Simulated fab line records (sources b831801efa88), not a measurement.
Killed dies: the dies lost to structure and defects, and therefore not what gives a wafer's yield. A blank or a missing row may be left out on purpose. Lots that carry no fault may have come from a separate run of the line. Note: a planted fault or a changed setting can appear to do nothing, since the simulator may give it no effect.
Problem report in the 8D (eight disciplines) form, filled by code :: flow gf180mcu :: the parts of the form that need people (team, actions taken, sign-off) are left out

## 1. PROBLEM STATEMENT
Mean of spin speed rpm at GF_HV_LDD_COAT_14: 3195.8 rpm across 6 wafers in 2 lots; on wafers with no fault it is 2999.7 rpm (standard deviation 1.9). So: +99 or more standard deviations from the usual mean.
The step: resist thk 1000 nm.
First observed at day 15 04:24: wafer L867.1, on litho track-04. At this step, 36 wafers from 12 lots have a number in the record. The rule behind "out" and "out of limits": a value lying over 4 standard deviations away from the usual mean. Any other wafer with a number is counted as sound.

## 2. WHAT IT IS AND WHAT IT IS NOT
question: which readings at this step
is: spin speed rpm
is not: -

question: which lots
is: L867, L868
is not: L852, L855, L856, L858, L859, L861, L863, L872, L873, L875

question: which wafers of those lots
is: all that have a number
is not: -

question: read on which tools
is: litho track-04
is not: litho track-02, litho track-03

question: when
is: from day 15 04:24
is not: up to then (21 sound wafers); but 9 sound wafers of L872, L873, L875 came after

## 3. SUSPECTS, AND WHAT RULES EACH OUT
Counting: a tool stays on the suspect list if, at a process step up to the reading, it processed all lots that are out and no sound lot following the first of them.
- litho track-04 at GF_HV_LDD_COAT_14 (resist thk 1000 nm): kept. It ran every lot that is out, first L867 (day 15 04:24), and no sound lot after that; its last sound lot up to then is L861 (day 13 02:33). Its own readings are out on those wafers: spin speed rpm.
Remaining after the count: litho track-04 at GF_HV_LDD_COAT_14.

## 4. THE CAUSE (what the simulator had put in)
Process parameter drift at GF_HV_LDD_COAT_14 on litho track-04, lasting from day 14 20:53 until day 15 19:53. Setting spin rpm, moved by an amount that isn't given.
Counting left only this tool.

## 5. THE CHAIN OF EFFECTS, in route order
Each row: a reading whose mean over the struck wafers that have a number lies more than 3 standard deviations from the usual. Only readings whose record carries a usual standard deviation are examined. hours: median over the lots of the time between each lot's start at the first step of this table that gives one and its start at this step. sigmas: the change, counted in usual standard deviations.
hours: 0
step: GF_HV_LDD_COAT_14
reading: spin speed rpm
usual: 2999.7 rpm
on struck wafers: 3195.8
change: +196.1
sigmas: +99 or more

hours: 11
step: GF_HV_LDD_STRIP_22
reading: strip time to endpoint s
usual: 12.64 s
on struck wafers: 12.29
change: -0.35
sigmas: -9.2
Process steps it contains:
- GF_HV_LDD_COAT_14: resist thk 1000 nm.
- GF_HV_LDD_STRIP_22: strips in O2/N2.

## 6. WHAT WOULD HAVE CAUGHT IT SOONER
8 hours passed between the start of the fault at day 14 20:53 and the first reading out of limits in this record, taken at day 15 04:24.
